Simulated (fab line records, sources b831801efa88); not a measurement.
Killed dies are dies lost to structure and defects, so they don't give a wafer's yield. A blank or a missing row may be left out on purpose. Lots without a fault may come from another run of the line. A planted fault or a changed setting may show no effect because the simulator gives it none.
fab line records | flow sky130
record lots=9 wafers=27 last_day=50
route steps=708 shown VIA2@531 METAL3@534 CAPM@539 PAD_OPEN@708
lots that met no fault: from a run of the same line without faults
start_h: hours from the record's first day to the start of the lot's first wafer shown | wait_h: hours since the lot's step before | " the same as in the row above | L1.1+2: a row that stands for several wafers | - no value, or no start given | * or withheld: withheld | < > ~ a bound
route shown NAME@n: a module of which the file shows steps, and the number in the route of the first | usual: mean/standard deviation of fault-free wafers | same: alike in all rows | chamber/n: place in a boat | sites: the reading at each site | _std_site: their standard deviation | _edge_site: outer sites' mean less inner sites' | radius_mm: how far each site lies from the wafer's centre | mask NAME#n: copy n | behind: the tool/chamber that last shaped the wafer | hold: why the lot was held/for how many hours/how that ended | device: the transistor (n, p or np) that didn't switch | end of line: the same wafers' tests at the end of the route | a step without rows: its recipe alone | killed: dies lost to structure and defects at the first sort, not the wafer's yield | map: a wafer's dies, x killed, . not, _ none there
set.NAME: the setting as run; set.NAME@STEP: as run at that earlier step | model.NAME: the simulator's own value behind a step, which no gauge read
steps of the route over a sample of lots; a table a step, a row a wafer
services: from which hour (start_h, from the record's first day; less than 0 if before it) a tool's chamber was out of use, for how many hours, and why
## steps
# step SKY_VIA2_CMP_24
# recipe stop_on=SiO2 t_overpolish_s=20 down_force_psi=3.5 platen_rpm=60 target_thk_nm=0 pad_velocity_m_s=0.94248
# usual motor_current_A=10.9/1.1 overpolish_run_s=20.001/0.0092 time_to_endpoint_s=100/5.3
# same t_overpolish_s=20
# columns lot.wafer tool chamber start_h wait_h motor_current_A overpolish_run_s time_to_endpoint_s
L316.4 cmp-01 3 863.05 0.3 10.1 19.990 100
L316.1 " 0 " " 9.6 19.999 101
L316.6 " 0 " " 9.6 20.013 107
L317.3 cmp-02 0 865.59 0.0 11.0 19.992 100
L317.2 " 3 " " 12.9 20.003 96
L317.6 " 0 " " 10.5 19.991 102
L319.3 cmp-02 3 888.12 0.0 13.2 20.004 95
L319.4 " 1 " " 10.7 19.994 90
L319.5 " 3 " " 12.4 20.004 96
L325.2 cmp-01 1 927.17 0.1 10.3 20.001 108
L325.5 " 3 " " 10.7 20.018 95
L325.6 " 0 " " 9.3 20.008 99
L332.2 cmp-02 1 959.31 0.1 10.9 19.997 94
L332.3 " 3 " " 12.8 19.996 99
L332.5 " 1 " " 10.6 20.008 92
L333.1 cmp-02 0 962.69 0.1 10.4 19.983 105
L333.3 " 3 " " 12.3 19.992 98
L333.6 " 1 " " 10.5 20.006 89
L335.3 cmp-01 2 980.46 0.0 10.0 20.004 105
L335.1 " 1 " " 10.1 19.986 110
L335.5 " 3 " " 10.2 20.005 101
L336.3 cmp-01 1 984.92 0.1 10.4 19.982 106
L336.2 " 2 " " 10.3 20.014 104
L336.5 " 0 " " 9.5 20.001 98
L339.3 cmp-01 1 1005.76 0.0 10.4 19.996 102
L339.4 " 2 " " 10.1 19.998 95
L339.1 " 3 " " 10.3 19.994 92
# step SKY_METAL3_SPUTTER_02
# recipe material=AlCu target_thk_nm=735 power_w=10600 time_s=39.1 chamber_pressure_pa=0.4
# usual throttle_valve_pct=30.0/1.1
# columns lot.wafer tool chamber start_h wait_h throttle_valve_pct
L316.1 pvd_sputter-02 - 863.40 0.0 32.9
L316.4 " - " " 32.1
L316.6 " - " " 30.7
L317.2 pvd_sputter-03 - 865.94 0.0 29.2
L317.3 " - " " 27.8
L317.6 " - " " 28.1
L319.3 pvd_sputter-03 - 888.47 0.0 30.2
L319.4 " - " " 30.4
L319.5 " - " " 30.1
L325.2 pvd_sputter-03 - 927.42 0.0 30.1
L325.5 " - " " 30.4
L325.6 " - " " 30.3
L332.2 pvd_sputter-03 - 959.61 0.0 29.3
L332.3 " - " " 30.5
L332.5 " - " " 29.0
L333.1 pvd_sputter-03 - 963.04 0.0 30.5
L333.3 " - " " 28.2
L333.6 " - " " 30.0
L335.1 pvd_sputter-02 - 980.81 0.0 30.5
L335.3 " - " " 33.0
L335.5 " - " " 29.6
L336.2 pvd_sputter-03 - 985.17 0.0 30.3
L336.3 " - " " 29.3
L336.5 " - " " 28.0
L339.1 pvd_sputter-01 - 1006.10 0.0 29.6
L339.3 " - " " 29.7
L339.4 " - " " 29.3
# step SKY_CAPM_SPUTTER_02
# recipe material=TiN target_thk_nm=200 temp_c=300 power_w=6500 time_s=166.7 chamber_pressure_pa=0.4
# usual throttle_valve_pct=29.9/1.3
# columns lot.wafer tool chamber start_h wait_h throttle_valve_pct
L316.1 pvd_sputter-01 - 863.59 0.1 29.6
L316.4 " - " " 30.4
L316.6 " - " " 29.5
L317.2 pvd_sputter-04 - 866.13 0.0 28.1
L317.3 " - " " 29.5
L317.6 " - " " 29.3
L319.3 pvd_sputter-04 - 888.65 0.0 28.0
L319.4 " - " " 30.7
L319.5 " - " " 29.5
L325.2 pvd_sputter-04 - 927.60 0.0 29.4
L325.5 " - " " 29.3
L325.6 " - " " 29.6
L332.2 pvd_sputter-01 - 959.80 0.0 30.4
L332.3 " - " " 29.2
L332.5 " - " " 30.4
L333.1 pvd_sputter-04 - 963.23 0.1 29.6
L333.3 " - " " 29.6
L333.6 " - " " 27.9
L335.1 pvd_sputter-04 - 981.00 0.1 30.8
L335.3 " - " " 29.5
L335.5 " - " " 30.9
L336.2 pvd_sputter-02 - 985.36 0.0 32.8
L336.3 " - " " 29.5
L336.5 " - " " 31.9
L339.1 pvd_sputter-02 - 1006.30 0.1 33.1
L339.3 " - " " 32.1
L339.4 " - " " 30.4
# step SKY_CAPM_RS_MEAS_03
# recipe thk_meas_gauge=four-point-probe reads=TiN_of_CAPM_SPUTTER_02
# usual CAPM_TIN_RS=6.97/0.08
# columns lot.wafer tool chamber start_h wait_h CAPM_TIN_RS[ohm/sq]
L316.1 film_metro-04 - 863.70 0.1 6.91
L316.4 " - " " 6.97
L316.6 " - " " 7.04
L317.2 film_metro-01 - 866.26 0.1 7.08
L317.3 " - " " 6.99
L317.6 " - " " 6.98
L319.3 film_metro-01 - 888.80 0.1 7.13
L319.4 " - " " 7.03
L319.5 " - " " 7.05
L325.2 film_metro-03 - 927.73 0.1 7.00
L325.5 " - " " 6.97
L325.6 " - " " 7.11
L332.2 film_metro-01 - 959.93 0.1 6.85
L332.3 " - " " 6.83
L332.5 " - " " 6.81
L333.1 film_metro-01 - 963.34 0.1 7.01
L333.3 " - " " 7.00
L333.6 " - " " 6.54
L335.1 film_metro-04 - 981.11 0.1 6.99
L335.3 " - " " 6.99
L335.5 " - " " 6.54
L336.2 film_metro-03 - 985.49 0.1 6.88
L336.3 " - " " 6.86
L336.5 " - " " 6.89
L339.1 film_metro-01 - 1006.41 0.1 7.00
L339.3 " - " " 6.93
L339.4 " - " " 6.89
# step SKY_CAPM_THK_MEAS_04
# recipe thk_meas_gauge=xrf reads=TiN_of_CAPM_SPUTTER_02
# usual CAPM_TIN_THK=198.7/2.3
# columns lot.wafer tool chamber start_h wait_h CAPM_TIN_THK[nm]
L316.1 film_metro-04 - 863.82 0.1 200.5
L316.4 " - " " 199.1
L316.6 " - " " 197.7
L317.2 film_metro-01 - 866.37 0.1 196.0
L317.3 " - " " 198.1
L317.6 " - " " 197.5
L319.3 film_metro-01 - 888.90 0.1 194.5
L319.4 " - " " 197.2
L319.5 " - " " 197.1
L325.2 film_metro-03 - 927.84 0.1 197.4
L325.5 " - " " 199.1
L325.6 " - " " 195.2
L332.2 film_metro-01 - 960.04 0.1 201.5
L332.3 " - " " 201.3
L332.5 " - " " 201.8
L333.1 film_metro-01 - 963.46 0.1 196.5
L333.3 " - " " 195.8
L333.6 " - " " 211.1
L335.1 film_metro-04 - 981.23 0.1 199.6
L335.3 " - " " 199.4
L335.5 " - " " 212.2
L336.2 film_metro-03 - 985.60 0.1 200.7
L336.3 " - " " 201.0
L336.5 " - " " 200.4
L339.1 film_metro-01 - 1006.53 0.1 199.4
L339.3 " - " " 200.7
L339.4 " - " " 201.7
# step SKY_CAPM_METAL_ETCH_13
# recipe target_depth_nm=220 stop_on=SiO2 chemistry=Cl2/BCl3 target=TiN pressure_mtorr=10 icp_w=900 bias_w=48.5 Cl2_flow_sccm=60 bcl3_flow_sccm=30 time_s=62.9
# usual chamber_pressure_mTorr=9.999/0.0095 drypump_motor_current_A=5.9/0.46 oes_product_au=0.937/0.0081 throttle_valve_pct=21.904/0.0098
# columns lot.wafer tool chamber start_h wait_h chamber_pressure_mTorr drypump_motor_current_A oes_product_au rf_hours_counter_h throttle_valve_pct
L316.1 rie_metal-02 1 889.00 0.0 10.016 5.6 0.946 14 21.909
L316.4 " 0 " " 10.026 5.9 0.942 - 21.918
L316.6 " 1 " " 10.005 5.6 0.930 - 21.903
L317.2 rie_metal-01 0 890.85 0.0 9.981 5.6 0.930 7 21.903
L317.3 " 1 " " 9.999 6.5 0.934 - 21.906
L317.6 " 0 " " 9.994 5.6 0.930 - 21.901
L319.3 rie_metal-01 1 912.87 0.0 10.000 6.5 0.924 - 21.908
L319.4 " 0 " " 10.003 5.6 0.929 - 21.910
L319.5 " 1 " " 10.007 6.6 0.930 - 21.897
L325.2 rie_metal-04 1 952.27 0.0 9.984 6.1 0.936 3 21.907
L325.5 " 1 " " 10.005 6.1 0.940 - 21.902
L325.6 " 0 " " 10.004 5.0 0.931 - 21.923
L332.2 rie_metal-01 0 984.05 0.0 9.973 5.6 0.944 12 21.893
L332.3 " 1 " " 10.003 6.6 0.950 - 21.898
L332.5 " 1 " " 10.002 6.5 0.951 - 21.886
L333.1 rie_metal-04 0 987.56 0.0 9.997 5.0 0.929 2 21.897
L333.3 " 0 " " 9.988 5.0 0.930 - 21.902
L333.6 " 1 " " 10.004 6.1 0.970 - 21.875
L335.1 rie_metal-02 1 1004.47 0.0 10.000 5.6 0.944 4 21.898
L335.3 " 0 " " 10.013 5.9 0.934 - 21.922
L335.5 " 0 " " 10.002 5.9 0.973 - 21.874
L336.2 rie_metal-04 1 1008.52 0.0 10.006 6.1 0.942 6 21.898
L336.3 " 1 " " 10.010 6.1 0.946 - 21.902
L336.5 " 0 " " 9.992 5.0 0.936 - 21.908
L339.1 rie_metal-01 1 1028.91 0.0 9.984 6.5 0.934 19 21.900
L339.3 " 0 " " 9.984 5.6 0.945 - 21.903
L339.4 " 1 " " 10.009 6.5 0.947 - 21.895
# step SKY_CAPM_STRIP_14
# recipe chemistry=O2/N2 power_w=1400 pressure_mtorr=1500 platen_temp_c=withheld o2_flow_sccm=3000 n2_flow_sccm=300 overash_fraction=0.5
# usual chamber_pressure_mTorr=1500.0/1.3 drypump_motor_current_A=5.6/0.32 oes_product_au=0.710/0.0046 strip_time_to_endpoint_s=12.64/0.053
# columns lot.wafer tool chamber start_h wait_h chamber_pressure_mTorr drypump_motor_current_A oes_product_au rf_hours_counter_h strip_time_to_endpoint_s
L316.1 plasma_asher-02 0 889.07 0.1 1498.8 5.4 0.711 45 12.60
L316.4 " 1 " " 1498.4 6.1 0.709 - 12.66
L316.6 " 1 " " 1498.1 6.1 0.707 - 12.54
L317.2 plasma_asher-03 0 890.93 0.1 1498.9 5.1 0.709 113 12.70
L317.3 " 0 " " 1501.0 5.1 0.703 - 12.67
L317.6 " 1 " " 1499.4 5.8 0.714 - 12.69
L319.3 plasma_asher-02 0 912.96 0.1 1501.1 5.4 0.704 - 12.66
L319.4 " 1 " " 1502.2 6.0 0.706 - 12.66
L319.5 " 1 " " 1499.0 6.0 0.718 - 12.66
L325.2 plasma_asher-03 0 952.35 0.1 1497.8 5.1 0.714 119 12.61
L325.5 " 1 " " 1501.5 5.9 0.717 - 12.65
L325.6 " 0 " " 1499.4 5.1 0.711 - 12.62
L332.2 plasma_asher-03 0 984.12 0.1 1497.4 5.1 0.708 122 12.67
L332.3 " 1 " " 1501.6 5.8 0.704 - 12.58
L332.5 " 1 " " 1497.5 5.9 0.715 - 12.63
L333.1 plasma_asher-02 0 987.63 0.1 1499.4 5.4 0.711 54 12.68
L333.3 " 1 " " 1500.8 6.0 0.713 - 12.67
L333.6 " 0 " " 1499.3 5.4 0.706 - 12.66
L335.1 plasma_asher-04 1 1004.55 0.1 1499.6 5.9 0.716 25 12.60
L335.3 " 1 " " 1501.0 5.9 0.706 - 12.69
L335.5 " 0 " " 1501.5 5.4 0.707 - 12.65
L336.2 plasma_asher-04 1 1008.60 0.1 1498.0 5.9 0.713 25 12.69
L336.3 " 0 " " 1497.5 5.4 0.707 - 12.65
L336.5 " 0 " " 1501.0 5.4 0.717 - 12.68
L339.1 plasma_asher-03 0 1028.98 0.1 1501.8 5.1 0.708 127 12.63
L339.3 " 0 " " 1499.6 5.2 0.703 - 12.64
L339.4 " 1 " " 1501.3 5.9 0.704 - 12.66
# step SKY_PAD_OPEN_PROBE_99
# usual defect_limited_yield=82.5/1.7 killed_at_M0_to_M3=43/6.1 killed_at_M4_up=3.5/2 killed_at_contacts=25/5.1 killed_at_front_end=14/4.2 killed_at_other=0.3/0.55 killed_dies=86/8.3 killed_open=46/7.2 killed_short=39/6 sort_bin_3_pad_short=0.9/0.42 sort_bin_5_function=10.3/1.4 sort_bin_6_memory=6.3/1.1 sort_n_pass=406/8.3 sort_yield_pct=82.5/1.7
# same gross_dies=492 killed_at_back_side=0 sort_bin_4_leakage[%]=0 sort_bin_8_speed[%]=0
# columns lot.wafer tool chamber start_h wait_h defect_limited_yield[%] killed_at_M0_to_M3 killed_at_M4_up killed_at_contacts killed_at_front_end killed_at_other killed_dies killed_open killed_short sort_bin_3_pad_short[%] sort_bin_5_function[%] sort_bin_6_memory[%] sort_n_pass sort_yield_pct[%]
L316.1 prober-01 - 1085.99 0.1 83.5 40 2 31 8 0 81 44 37 0.4 11.2 4.9 411 83.5
L316.4 prober-01 - 1086.14 0.2 85.2 50 1 16 6 0 73 49 24 0.6 8.9 5.3 419 85.2
L316.6 prober-01 - 1086.24 0.2 82.7 39 5 26 15 0 85 45 40 0.2 10.4 6.7 407 82.7
L317.2 prober-02 - 1087.45 0.1 82.9 41 6 22 15 0 84 42 42 1.0 10.0 6.1 408 82.9
L317.3 prober-02 - 1087.50 0.2 80.5 46 5 28 15 2 96 43 51 1.8 10.8 6.9 396 80.5
L317.6 prober-02 - 1087.65 0.2 82.3 37 7 26 17 0 87 47 37 0.2 12.0 5.5 405 82.3
L319.3 prober-01 - 1106.74 0.2 79.9 49 3 30 17 0 99 56 43 1.2 12.8 6.1 393 79.9
L319.4 prober-01 - 1106.79 0.2 82.1 45 4 21 18 0 88 44 44 1.6 10.2 6.1 404 82.1
L319.5 prober-01 - 1106.84 0.2 81.7 49 5 25 11 0 90 48 42 1.0 9.8 7.5 402 81.7
L325.2 prober-02 - 1138.67 0.1 83.9 31 5 21 22 0 79 42 37 0.8 10.0 5.3 413 83.9
L325.5 prober-02 - 1138.82 0.2 79.7 52 4 21 23 0 100 49 50 1.0 12.0 7.3 392 79.7
L325.6 prober-02 - 1138.87 0.2 80.9 45 3 25 21 0 94 52 38 1.0 12.2 5.9 398 80.9
L332.2 prober-02 - 1162.84 0.1 84.3 36 2 28 11 0 77 41 36 0.8 9.3 5.5 415 84.3
L332.3 prober-02 - 1162.89 0.2 79.3 45 2 39 15 1 102 68 34 0.4 11.6 8.7 390 79.3
L332.5 prober-02 - 1162.99 0.2 82.1 40 1 31 16 0 88 55 33 1.2 10.0 6.7 404 82.1
L333.1 prober-02 - 1164.95 0.1 83.1 39 4 23 17 0 83 42 41 1.0 10.2 5.7 409 83.1
L333.3 prober-02 - 1165.05 0.2 83.7 36 3 25 16 0 80 47 33 0.2 9.6 6.5 412 83.7
L333.6 prober-02 - 1165.20 0.2 83.9 47 6 15 11 0 79 40 38 0.6 9.3 6.1 413 83.9
L335.1 prober-02 - 1178.17 0.1 80.7 51 4 17 23 0 95 49 46 0.8 13.2 5.3 397 80.7
L335.3 prober-02 - 1178.27 0.2 79.7 48 4 28 20 0 100 56 44 0.8 11.2 8.3 392 79.7
L335.5 prober-02 - 1178.37 0.2 80.3 51 2 25 19 0 97 43 53 1.6 11.0 7.1 395 80.3
L336.2 prober-01 - 1181.85 0.1 82.5 41 3 22 19 1 86 44 41 0.8 10.8 5.9 406 82.5
L336.3 prober-01 - 1181.90 0.2 81.9 47 3 26 13 0 89 50 38 1.2 11.8 5.1 403 81.9
L336.5 prober-01 - 1182.00 0.2 81.5 49 8 18 14 2 91 45 44 0.4 10.2 7.9 401 81.5
L339.1 prober-02 - 1195.05 0.1 83.9 40 4 19 16 0 79 39 40 1.4 7.1 7.5 413 83.9
L339.3 prober-02 - 1195.15 0.2 83.7 50 4 15 11 0 80 48 32 0.4 10.0 5.9 412 83.7
L339.4 prober-02 - 1195.20 0.2 83.1 44 4 25 10 0 83 52 31 0.2 10.8 5.9 409 83.1
# killed by level:class
L316.1 CONTACT:geometric_particle:open=11 VIA1:geometric_particle:open=7 LI_CONTACT:geometric_particle:short=6 METAL2:geometric_particle:short=6 VIA2:geometric_particle:open=6 LI_CONTACT:geometric_particle:open=5 VIA3:geometric_particle:open=5 VIA2:geometric_particle:short=5
L316.4 VIA3:geometric_particle:open=19 CONTACT:geometric_particle:open=7 VIA1:geometric_particle:open=7 VIA2:geometric_particle:open=6 METAL2:geometric_particle:short=5 VIA1:geometric_particle:short=4 POLY_GATE:geometric_particle:short=3 LI_CONTACT:geometric_particle:open=3
L316.6 CONTACT:geometric_particle:open=9 CONTACT:geometric_particle:short=7 VIA1:geometric_particle:open=6 VIA2:geometric_particle:open=6 LI_CONTACT:geometric_particle:open=5 VIA3:geometric_particle:open=5 VIA2:geometric_particle:short=5 FIELD_ISO:geometric_particle:short=4
L317.2 METAL2:geometric_particle:short=10 CONTACT:geometric_particle:open=8 VIA2:geometric_particle:open=7 METAL1:geometric_particle:short=6 VIA1:geometric_particle:open=6 LI_CONTACT:geometric_particle:open=5 METAL4:geometric_particle:short=4 VIA3:geometric_particle:open=4
L317.3 CONTACT:geometric_particle:short=10 VIA1:geometric_particle:open=9 LI_CONTACT:geometric_particle:open=7 VIA1:geometric_particle:short=7 VIA2:geometric_particle:open=6 VIA3:geometric_particle:open=6 CONTACT:geometric_particle:open=5 METAL2:geometric_particle:short=5
L317.6 CONTACT:geometric_particle:open=11 METAL1:geometric_particle:short=9 POLY_GATE:geometric_particle:open=6 LI_CONTACT:geometric_particle:open=6 VIA1:geometric_particle:open=6 VIA2:geometric_particle:open=5 VIA3:geometric_particle:open=5 FIELD_ISO:geometric_particle:short=4
L319.3 VIA1:geometric_particle:open=11 VIA2:geometric_particle:open=9 VIA3:geometric_particle:open=8 CONTACT:geometric_particle:short=8 CONTACT:geometric_particle:open=7 LI_CONTACT:geometric_particle:open=6 VIA1:geometric_particle:short=6 METAL2:geometric_particle:short=6
L319.4 CONTACT:geometric_particle:open=11 VIA1:geometric_particle:open=8 VIA1:geometric_particle:short=7 POLY_GATE:geometric_particle:short=6 VIA2:geometric_particle:short=6 METAL1:geometric_particle:short=5 VIA3:geometric_particle:open=5 FIELD_ISO:geometric_particle:short=4
L319.5 VIA1:geometric_particle:open=14 CONTACT:geometric_particle:open=11 METAL3:geometric_particle:short=6 VIA2:geometric_particle:open=6 VIA3:geometric_particle:open=6 METAL1:geometric_particle:short=5 LI_CONTACT:geometric_particle:short=5 METAL4:geometric_particle:short=5
L325.2 VIA1:geometric_particle:open=7 CONTACT:geometric_particle:open=7 FIELD_ISO:geometric_particle:open=6 VIA1:geometric_particle:short=6 LOCAL_INTERCONNECT:geometric_particle:short=5 VIA3:geometric_particle:open=5 METAL4:geometric_particle:short=5 FIELD_ISO:geometric_particle:short=4
L325.5 METAL2:geometric_particle:short=9 FIELD_ISO:geometric_particle:short=8 VIA1:geometric_particle:open=8 VIA3:geometric_particle:open=8 CONTACT:geometric_particle:open=8 FIELD_ISO:geometric_particle:open=7 METAL1:geometric_particle:short=7 VIA2:geometric_particle:open=6
L325.6 VIA2:geometric_particle:open=9 LI_CONTACT:geometric_particle:open=8 VIA1:geometric_particle:open=8 CONTACT:geometric_particle:open=8 FIELD_ISO:geometric_particle:open=6 VIA3:geometric_particle:open=6 METAL2:geometric_particle:short=5 FIELD_ISO:geometric_particle:short=4
L332.2 VIA1:geometric_particle:open=8 LI_CONTACT:geometric_particle:open=7 VIA3:geometric_particle:open=7 CONTACT:geometric_particle:open=6 LI_CONTACT:geometric_particle:short=5 LOCAL_INTERCONNECT:geometric_particle:short=5 POLY_GATE:geometric_particle:open=4 CONTACT:geometric_particle:short=4
L332.3 CONTACT:geometric_particle:open=17 VIA1:geometric_particle:open=14 VIA3:geometric_particle:open=11 LI_CONTACT:geometric_particle:open=6 CONTACT:geometric_particle:short=6 LOCAL_INTERCONNECT:geometric_particle:short=5 POLY_GATE:geometric_particle:open=4 VIA1:geometric_particle:short=4
L332.5 VIA3:geometric_particle:open=13 CONTACT:geometric_particle:open=11 LI_CONTACT:geometric_particle:open=10 METAL2:geometric_particle:short=6 VIA2:geometric_particle:open=6 POLY_GATE:geometric_particle:open=5 LOCAL_INTERCONNECT:geometric_particle:short=4 CONTACT:geometric_particle:short=4
L333.1 VIA1:geometric_particle:open=10 METAL1:geometric_particle:short=7 CONTACT:geometric_particle:open=6 VIA3:geometric_particle:open=6 FIELD_ISO:geometric_particle:open=4 POLY_GATE:geometric_particle:short=4 LI_CONTACT:geometric_particle:open=4 LOCAL_INTERCONNECT:geometric_particle:short=4
L333.3 CONTACT:geometric_particle:open=11 VIA1:geometric_particle:open=8 VIA2:geometric_particle:open=7 VIA3:geometric_particle:open=7 CONTACT:geometric_particle:short=6 LI_CONTACT:geometric_particle:open=4 FIELD_ISO:geometric_particle:open=3 LI_CONTACT:geometric_particle:short=3
L333.6 VIA1:geometric_particle:open=10 VIA3:geometric_particle:open=8 CONTACT:geometric_particle:open=7 METAL2:geometric_particle:short=5 METAL4:geometric_particle:short=5 VIA2:geometric_particle:short=5 POLY_GATE:geometric_particle:short=4 METAL1:geometric_particle:short=4
L335.1 VIA1:geometric_particle:open=10 METAL1:geometric_particle:short=9 FIELD_ISO:geometric_particle:short=8 VIA3:geometric_particle:open=7 CONTACT:geometric_particle:open=6 FIELD_ISO:geometric_particle:open=6 VIA3:geometric_particle:short=6 POLY_GATE:geometric_particle:short=5
L335.3 CONTACT:geometric_particle:open=17 VIA3:geometric_particle:open=12 VIA1:geometric_particle:open=8 METAL1:geometric_particle:short=7 VIA3:geometric_particle:short=7 POLY_GATE:geometric_particle:open=5 FIELD_ISO:geometric_particle:open=4 POLY_GATE:geometric_particle:short=4
L335.5 CONTACT:geometric_particle:open=10 METAL1:geometric_particle:short=10 VIA3:geometric_particle:open=8 VIA1:geometric_particle:open=6 VIA2:geometric_particle:open=6 POLY_GATE:geometric_particle:short=5 CONTACT:geometric_particle:short=5 VIA1:geometric_particle:short=5
L336.2 CONTACT:geometric_particle:open=15 POLY_GATE:geometric_particle:short=8 METAL2:geometric_particle:short=8 VIA2:geometric_particle:open=8 METAL1:geometric_particle:short=5 VIA1:geometric_particle:short=5 FIELD_ISO:geometric_particle:open=4 VIA3:geometric_particle:open=4
L336.3 VIA1:geometric_particle:open=12 CONTACT:geometric_particle:open=9 CONTACT:geometric_particle:short=8 VIA3:geometric_particle:open=7 VIA2:geometric_particle:open=6 FIELD_ISO:geometric_particle:short=5 LI_CONTACT:geometric_particle:open=5 METAL1:geometric_particle:short=5
L336.5 VIA1:geometric_particle:open=10 VIA2:geometric_particle:open=9 CONTACT:geometric_particle:open=8 METAL1:geometric_particle:short=7 VIA3:geometric_particle:open=7 FIELD_ISO:geometric_particle:short=6 METAL4:geometric_particle:short=5 VIA1:geometric_particle:short=4
L339.1 METAL1:geometric_particle:short=8 LI_CONTACT:geometric_particle:open=7 FIELD_ISO:geometric_particle:open=5 LOCAL_INTERCONNECT:geometric_particle:short=5 CONTACT:geometric_particle:open=5 VIA1:geometric_particle:short=5 VIA1:geometric_particle:open=5 VIA2:geometric_particle:open=5
L339.3 VIA1:geometric_particle:open=14 METAL1:geometric_particle:short=8 VIA2:geometric_particle:open=8 LI_CONTACT:geometric_particle:open=6 CONTACT:geometric_particle:open=5 VIA3:geometric_particle:open=4 METAL4:geometric_particle:short=4 FIELD_ISO:geometric_particle:short=3
L339.4 VIA1:geometric_particle:open=12 CONTACT:geometric_particle:open=9 LI_CONTACT:geometric_particle:open=7 METAL1:geometric_particle:short=7 FIELD_ISO:geometric_particle:open=5 VIA3:geometric_particle:open=5 METAL2:geometric_particle:short=4 VIA2:geometric_particle:open=4
## services
# columns tool chamber start_h hours kind
plasma_asher-02 - 850.81 1.6 repair
cmp-02 - 860.20 5.3 repair
rie_metal-04 1 860.52 4.6 repair
pvd_sputter-03 - 865.21 0.6 repair
plasma_asher-03 - 877.54 2.7 repair
pvd_sputter-01 - 887.20 4.6 repair
pvd_sputter-04 - 890.47 2.5 repair
pvd_sputter-03 0 891.77 - consumable_replace:kit
pvd_sputter-03 0 891.77 18.0 scheduled_down
pvd_sputter-03 0 891.77 18.0 vent_cycle
cmp-02 - 912.21 4.0 pm
cmp-02 - 916.21 - consumable_replace:conditioner
cmp-02 - 917.57 1.1 repair
cmp-01 - 929.97 1.1 repair
plasma_asher-02 - 934.73 2.8 pm
pvd_sputter-03 - 939.12 3.3 repair
pvd_sputter-01 - 978.97 3.1 repair
pvd_sputter-02 - 981.83 1.2 repair
cmp-01 - 981.85 2.8 repair
pvd_sputter-03 3 998.59 - consumable_replace:kit
pvd_sputter-03 3 998.59 18.0 scheduled_down
pvd_sputter-03 3 998.59 18.0 vent_cycle
pvd_sputter-03 - 1003.83 3.1 repair
pvd_sputter-02 - 1022.76 20.8 repair
## key
first_sign step=SKY_CAPM_RS_MEAS_03 reading=CAPM_TIN_RS direction=down sigmas=5.4 usual=6.97 struck=6.54
effect step=SKY_CAPM_THK_MEAS_04 reading=CAPM_TIN_THK direction=up sigmas=5.5 usual=198.7 struck=211.7
effect step=SKY_CAPM_METAL_ETCH_13 reading=oes_product_au direction=up sigmas=4.3 usual=0.937 struck=0.972
met_at SKY_CAPM_SPUTTER_02
struck_lots L333,L335
struck_wafers L333.6,L335.5
not_acting_at SKY_VIA2_CMP_24,SKY_METAL3_SPUTTER_02,SKY_CAPM_STRIP_14
onset_between 927.60 963.23
fault kind=process_parameter_drift tool=pvd_sputter-04 chamber=- onset_h=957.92 steps=SKY_CAPM_SPUTTER_02 channel=target_thk_nm offset=14.055 shape=step end_h=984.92 scope=struck_wafers_only acts_in=these_recipes_only stated=200
